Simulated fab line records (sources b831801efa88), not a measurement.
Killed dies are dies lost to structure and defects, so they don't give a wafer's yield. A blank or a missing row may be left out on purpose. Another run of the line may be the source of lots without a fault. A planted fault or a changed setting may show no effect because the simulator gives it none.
Which tool did it?	flow sky130	Sampling: 12 lots, 36 wafers, 2 of 708 route steps

== WHAT THE GAUGES READ, wafer by wafer ==
SKY_VIA3_RS_MEAS_22: the measuring method here is four-point-probe. Usual: VIA3_W_RS typically reads 0.2936 ohm/sq, with standard deviation 0.0027.
lot	measured	on	VIA3_W_RS (ohm/sq)	flag
L192	day 39 20:54	film_metro-03	0.2898 0.2926 0.2898	
L194	day 40 19:59	film_metro-02	0.2942 0.2906 0.2923	
L193	day 40 23:17	film_metro-04	0.3014 0.2994 0.2994	
L196	day 41 03:25	film_metro-04	0.2923 0.2933 0.2927	
L202	day 42 18:14	film_metro-02	0.2909 0.2907 0.2934	
L205	day 43 14:58	film_metro-03	0.2926 0.2954 0.2884	
L208	day 44 15:37	film_metro-02	0.2893 0.2959 0.2946	
L210	day 45 01:45	film_metro-02	0.2946 0.2895 0.2910	
L211	day 45 10:44	film_metro-04	0.2904 0.2943 0.2910	
L214	day 46 22:01	film_metro-04	0.2926 0.2953 0.2949	
L215	day 47 01:51	film_metro-04	0.2895 0.2925 0.2912	
L213	day 47 03:17	film_metro-03	0.2930 0.2923 0.2923	

== TOOL THAT RAN EACH LOT (tool first, then ch and the chambers of the sampled wafers, then the start) ==
lot	SKY_METAL3_ETCH_16
L192	rie_metal-01 ch 0,1, day 38 16:38
L194	rie_metal-01 ch 0,1, day 39 17:16
L193	rie_metal-01 ch 0,1, day 39 20:07
L196	rie_metal-02 ch 0,1, day 40 00:05
L202	rie_metal-04 ch 0,1, day 41 17:01
L205	rie_metal-04 ch 0,1, day 42 13:16
L208	rie_metal-01 ch 0,1, day 43 14:43
L210	rie_metal-01 ch 0,1, day 44 00:35
L211	rie_metal-04 ch 0,1, day 44 11:04
L214	rie_metal-04 ch 0, day 45 23:02
L215	rie_metal-02 ch 0,1, day 46 02:22
L213	rie_metal-04 ch 0,1, day 46 04:05
- SKY_METAL3_ETCH_16: etches BARC in N2/H2, stops on SiO2, time 88.2 s, target depth 60 nm.

== AS READ BY THE TOOLS THEMSELVES (means over the sampled wafers that have a number; for cases with no such wafer, the mark the record gives instead) ==
SKY_METAL3_ETCH_16. Usual: drypump_motor_current_A 5.8 A, standard deviation 0.33; oes_product_au 0.626 a.u., standard deviation 0.0049; rf_fwd_power_W 497.3 W, standard deviation 1.8; throttle_valve_pct 13.205 %, standard deviation 0.0091.
lot	tool	drypump_motor_current_A (A)	oes_product_au (a.u.)	rf_fwd_power_W (W)	throttle_valve_pct (%)	flag
L192	rie_metal-01	6.0	0.626	495.5	13.211	
L194	rie_metal-01	5.9	0.627	497.3	13.218	
L193	rie_metal-01	5.9	0.625	496.4	13.208	
L196	rie_metal-02	5.7	0.626	497.7	13.211	
L202	rie_metal-04	5.9	0.626	495.8	13.202	
L205	rie_metal-04	5.6	0.620	498.7	13.203	
L208	rie_metal-01	5.9	0.625	498.6	13.208	
L210	rie_metal-01	6.0	0.627	495.3	13.209	
L211	rie_metal-04	5.6	0.626	497.6	13.196	
L214	rie_metal-04	6.1	0.628	497.8	13.206	
L215	rie_metal-02	5.7	0.623	497.8	13.208	
L213	rie_metal-04	5.6	0.629	496.8	13.215	

== THE ANSWER, worked out from the rows above alone ==
Rule: a lot counts as off when the mean over its wafers that have a number is more than 3 standard deviations away from the usual mean. A lot without any number at a reading at which 4 lots or more have one is off too. All remaining lots with rows at the step are treated as sound. After the gauges, taken in route order, come the tools' own readings; for these a lot's mean is taken, as printed above. At the first step where some lot is off, the reading lying furthest off is the one used; lots without a number count as furthest.
No lot is off at any reading shown: from this, nothing can be told.

== WHAT WAS PUT IN BY THE SIMULATOR ==
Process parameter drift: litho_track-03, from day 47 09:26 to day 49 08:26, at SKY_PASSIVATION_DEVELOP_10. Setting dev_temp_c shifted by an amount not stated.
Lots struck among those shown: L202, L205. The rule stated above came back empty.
